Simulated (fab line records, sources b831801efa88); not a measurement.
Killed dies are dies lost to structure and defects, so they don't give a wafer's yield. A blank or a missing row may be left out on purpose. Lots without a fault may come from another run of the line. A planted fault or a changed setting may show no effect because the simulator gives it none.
Chamber matching | flow sky130 | SKY_POLY_GATE_ETCH_17 on rie_si-01: 4 sister chambers
The step etches poly-Si in HBr/Cl2, stops on SiO2, target depth 180 nm, time 70.5 s. 4 wafers are shown with their chamber, then 7 later ones without.

WAFERS WITH THEIR CHAMBER
wafer  | chamber | drypump_motor_current_A (A)
L216.6 | 3       | 5.8
L219.4 | 0       | 5.8
L225.3 | 2       | 5.2
L225.5 | 1       | 6.2

WAFERS WITHOUT THEIR CHAMBER
wafer  | drypump_motor_current_A (A)
L225.6 | 5.3
L228.1 | 5.8
L228.3 | 6.2
L228.6 | 5.8
L227.2 | 5.8
L227.3 | 5.8
L227.4 | 6.3

WHICH CHAMBER EACH WENT THROUGH
wafer  | from the rows above     | in truth
L225.6 | 2                       | 2
L228.1 | can't be placed: 0 or 3 | 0
L228.3 | 1                       | 1
L228.6 | can't be placed: 0 or 3 | 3
L227.2 | can't be placed: 0 or 3 | 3
L227.3 | can't be placed: 0 or 3 | 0
L227.4 | 1                       | 1
Placed correctly: 3 of 7. Can't be placed from these rows: 4 (the true chamber is among the candidates in 4). Placed wrongly: 0.
How it was worked out, from the rows above alone: a wafer's distance from a chamber is the root of the sum, over the readings, of the square of ((its reading less the chamber's mean) divided by the reading's scatter). The wafer belongs to the nearest chamber; if the next one is less than 2 further off, it can't be placed. A chamber's mean is the mean of its shown wafers. The scatter: with one shown wafer a chamber, the root of the mean of the squares of how far each hidden wafer lies from its nearest shown one.
